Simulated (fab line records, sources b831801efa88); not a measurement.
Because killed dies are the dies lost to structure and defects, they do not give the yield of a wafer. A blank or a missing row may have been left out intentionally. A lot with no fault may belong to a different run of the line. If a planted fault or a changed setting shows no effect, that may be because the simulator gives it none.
A lot that was struck, set against a sound lot || flow sky130 || 17 steps out of a route of 708
Sound: wafers L357.2, L357.4, L357.6. Wafers L343.1, L343.4, L343.5 were the ones struck. At the end, the cause is stated.
Per side, at each step with rows, come the tool, then ch with its chambers, and then its first start. Under that, the readings that differ: sound wafers || struck wafers || difference of the means || sigmas: that difference in standard deviations of wafers without a fault.
alike: readings whose means differ by less than 2 such deviations, and words and numbers that are the same on both sides. not compared: withheld readings, readings that some wafer has no value for, bounds like >300 that may hide the same value, and numbers for which the record gives no deviation and whose values overlap.
The two part at a step that has a row with sigmas, a row that says differs or no value, or rows on one side only. Numbers that have no deviation but don't overlap get no sigmas and don't part them. A reading that every wafer of one side lacks parts them only if that side has two wafers or more.

first, 5 steps without rows for these wafers: SKY_SD_N_COAT_02 (resist thk 1140 nm); SKY_SD_N_SOFTBAKE_03 (time 60 s); SKY_SD_N_EXPOSE_04 (exposes mask NSDM, target cd 380 nm); SKY_SD_N_PEB_05; SKY_SD_N_DEVELOP_06 (develop time 60 s).
SKY_SD_N_CD_MEAS_07: the cd target is 380 nm.
  sound: cd_sem-01 at day 33 21:17; struck: cd_sem-01 at day 29 12:52
  alike: cd_nm
SKY_SD_N_OVL_MEAS_08:
  sound: overlay-02 at day 33 21:23; struck: overlay-01 at day 29 12:59
  alike: SD_N_OVL
then, 2 steps without rows for these wafers: SKY_SD_N_IMPLANT_09; SKY_SD_N_IMPLANT_10.
SKY_SD_N_STRIP_11: strips in O2/N2.
  sound on plasma_asher-03 ch 0,1, day 33 21:43; struck on plasma_asher-04 ch 1, day 29 13:19
{"reading": "strip_time_to_endpoint_s (s)", "sound": "22.50 22.51 22.48", "struck": "22.60 22.58 22.57", "difference": "+0.09", "sigmas": "+2"}
  alike: drypump_motor_current_A, oes_product_au
  not compared: rf_hours_counter_h
SKY_SD_N_TW_MEAS_12:
  sound: film_metro-02 at day 33 21:49; struck: film_metro-01 at day 29 13:25
  alike: SD_N_TW
then, 1 step without rows for these wafers: SKY_SD_N_CLEAN_13 (cleans in SC1/SC2, time 150 s).
SKY_SD_N_RTA_14: time 2 s.
  sound on rtp_anneal-01 ch 0, day 33 21:56; struck on rtp_anneal-01 ch 0, day 29 13:31
{"reading": "lamp_power_pct (%)", "sound": "15.73 15.75 15.71", "struck": "14.90 14.95 14.88", "difference": -0.82, "sigmas": -14}
{"reading": "wafer_temp_C_max", "sound": "1076.0 1077.0 1077.4", "struck": "1045.1 1047.2 1046.0", "difference": -30.7, "sigmas": -26}
SKY_SD_N_RS_MEAS_16: uses a four-point probe to measure.
  sound: film_metro-04 at day 33 22:07; struck: film_metro-04 at day 29 13:42
{"reading": "SD_N_RS (ohm/sq)", "sound": "68.37 68.48 68.54", "struck": "73.30 73.28 73.29", "difference": "+4.83", "sigmas": "+40"}
SKY_SD_N_RS_MEAS_17: uses a four-point probe to measure.
  sound: film_metro-04 at day 33 22:14; struck: film_metro-04 at day 29 13:49
{"reading": "SD_P_RS (ohm/sq)", "sound": "147.7 148.4 148.5", "struck": "177.0 177.6 177.5", "difference": "+29.2", "sigmas": "+79"}
SKY_SD_N_RS_MEAS_18: uses a four-point probe to measure.
  sound: film_metro-04 at day 33 22:22; struck: film_metro-04 at day 29 13:56
{"reading": "RES_XHIGH_RS (ohm/sq)", "sound": "331.8 331.0 330.9", "struck": "335.1 336.4 336.7", "difference": "+4.8", "sigmas": "+4"}
-- the record jumps here: 18 days lie between the struck wafers' starts before and after (it left off in module SD_N and takes up again in module PAD_OPEN, whose first step shown is number 708 of the route) --
SKY_PAD_OPEN_PROBE_99:
  sound: prober-01 at day 50 05:01; struck: prober-01 at day 47 04:20
{"reading": "model.etest.res_xhigh_po.line_ohm_um", "sound": "5706 5843 5791", "struck": "7472 7584 7592", "difference": "+1769", "sigmas": ""}
{"reading": "model.etest.res_xhigh_po.rs_ohm_sq", "sound": "1982 2056 2016", "struck": "2590 2627 2640", "difference": "+601", "sigmas": ""}
{"reading": "model.etest.pfet_01v8.r_on_ohm_um", "sound": "2903 2963 2996", "struck": "3182 3119 3224", "difference": "+221", "sigmas": ""}
{"reading": "model.etest.tip_p.rs_ohm_sq", "sound": "6953 6978 6956", "struck": "7168 7171 7176", "difference": "+209", "sigmas": ""}
{"reading": "model.etest.res_pdiff.line_ohm_um", "sound": "1315 1382 1348", "struck": "1675 1654 1644", "difference": "+309", "sigmas": ""}
{"reading": "model.etest.res_high_po.line_ohm_um", "sound": "746.9 763.7 759.7", "struck": "944.4 969.3 957.3", "difference": "+200.2", "sigmas": ""}
{"reading": "model.etest.licon_high_po.rc_ohm", "sound": "354.3 359.2 355.3", "struck": "552 527 548.8", "difference": "+186", "sigmas": ""}
{"reading": "model.etest.pfet_g5v0d10v5.r_on_ohm_um", "sound": "4652 4700 4652", "struck": "4879 4791 4789", "difference": "+152", "sigmas": ""}

== WHERE THEY PART ==
First at SKY_SD_N_STRIP_11; last, within this record, at SKY_SD_N_RS_MEAS_18.

WHY: what the simulator had put in
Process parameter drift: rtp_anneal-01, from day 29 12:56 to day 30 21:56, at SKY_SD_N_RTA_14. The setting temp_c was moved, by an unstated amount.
